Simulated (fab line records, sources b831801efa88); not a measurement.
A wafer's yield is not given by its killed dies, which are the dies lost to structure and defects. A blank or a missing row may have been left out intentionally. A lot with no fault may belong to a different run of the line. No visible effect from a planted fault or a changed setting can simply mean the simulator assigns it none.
Check of tool commonality | flow sky130 | 11 lots and 32 wafers in the sample

## WHY THIS WAS OPENED
Of 11 lots, 3 have the reading POLY_GATE_CVD_00_THK flagged at SKY_POLY_GATE_THK_MEAS_01. No-fault wafers: 179.5 nm, standard deviation 1.6.
Rule: a lot gets a flag if all its wafers with a number sit over 4 standard deviations from that mean, or if no wafer of it has a number. The rest of the lots are taken to be sound.

lot  | measured     | on            | POLY_GATE_CVD_00_THK (nm), wafer by wafer | flag
L435 | day 15 00:14 | film metro-04 | 179.2 178.1 176.4                         |
L438 | day 15 00:14 | film metro-03 | 179.7 179.6 179.9                         |
L439 | day 15 09:14 | film metro-02 | 179.7 179.8 181.2                         |
L440 | day 15 18:44 | film metro-04 | 158.2 157.5 157.1                         | FLAGGED
L441 | day 16 01:55 | film metro-02 | 153.0 153.7 151.9                         | FLAGGED
L442 | day 16 11:27 | film metro-04 | 159.4 158.3 158.0                         | FLAGGED
L451 | day 19 14:49 | film metro-03 | 179.6 180.6 179.1                         |
L452 | day 21 17:34 | film metro-02 | 177.8 176.3 176.1                         |
L454 | day 21 17:34 | film metro-04 | 180.8 180.3 180.9                         |
L453 | day 21 17:34 | film metro-03 | 181.8 179.8                               |
L457 | day 21 17:37 | film metro-04 | 178.2 178.5 176.8                         |
On average the flagged lots' numbers are 156.3 nm, which is -23.2 nm against the usual, or -14 standard deviations.

## EACH LOT AND THE TOOL IT RAN ON
The record keeps 1 process step preceding the reading, out of 708 steps on the route. Each cell gives the tool, then ch followed by the chambers the sampled wafers passed through, then the start.
lot  | flag    | SKY_POLY_GATE_CVD_00
L435 |         | lpcvd-01 ch 1, day 14 23:01
L438 |         | lpcvd-01 ch 1, day 14 23:01
L439 |         | lpcvd-01 ch 0, day 15 07:26
L440 | FLAGGED | lpcvd-01 ch 1, day 15 17:32
L441 | FLAGGED | lpcvd-01 ch 1, day 16 00:41
L442 | FLAGGED | lpcvd-01 ch 1, day 16 10:15
L451 |         | lpcvd-01 ch 0, day 19 13:37
L452 |         | lpcvd-01 ch 0, day 21 15:46
L454 |         | lpcvd-01 ch 1, day 21 15:46
L453 |         | lpcvd-01 ch 0, day 21 15:46
L457 |         | lpcvd-01 ch 1, day 21 15:46
What the steps here do:
- SKY_POLY_GATE_CVD_00: deposits poly-Si, target thk 180 nm, time 720 s.
- SKY_POLY_GATE_THK_MEAS_01

## FLAGGED OVER TOTAL, TOOL BY TOOL (the gauges that took the reading come last)
step                      | tool          | lots run | flagged | share of the flagged lots | sound lots run after its first flagged lot
SKY_POLY_GATE_CVD_00      | lpcvd-01      | 11       | 3       | all                       | 5 (L451,L452,L453,L454,L457)
SKY_POLY_GATE_THK_MEAS_01 | film metro-02 | 3        | 1       | some                      | 1 (L452)
SKY_POLY_GATE_THK_MEAS_01 | film metro-03 | 3        | 0       | none                      | -
SKY_POLY_GATE_THK_MEAS_01 | film metro-04 | 5        | 2       | some                      | 2 (L454,L457)

## THE TABLE: WHAT IT ALLOWS
Rows of the table that ran each flagged lot: 1, that is lpcvd-01 at SKY_POLY_GATE_CVD_00.
- lpcvd-01 at SKY_POLY_GATE_CVD_00: 3 of its 11 lots flagged. Sound lots ran on it after the first flagged one (L451, L452, L453, L454, L457), which a lasting fault on the whole tool wouldn't allow. Its own readings (spike tc lower C, susceptor temp C) fall more than 4 standard deviations out on all wafers of the flagged lots.
Not one row of the table ran every flagged lot while running no sound lot after the first.

## WHAT THE SIMULATOR PUT IN
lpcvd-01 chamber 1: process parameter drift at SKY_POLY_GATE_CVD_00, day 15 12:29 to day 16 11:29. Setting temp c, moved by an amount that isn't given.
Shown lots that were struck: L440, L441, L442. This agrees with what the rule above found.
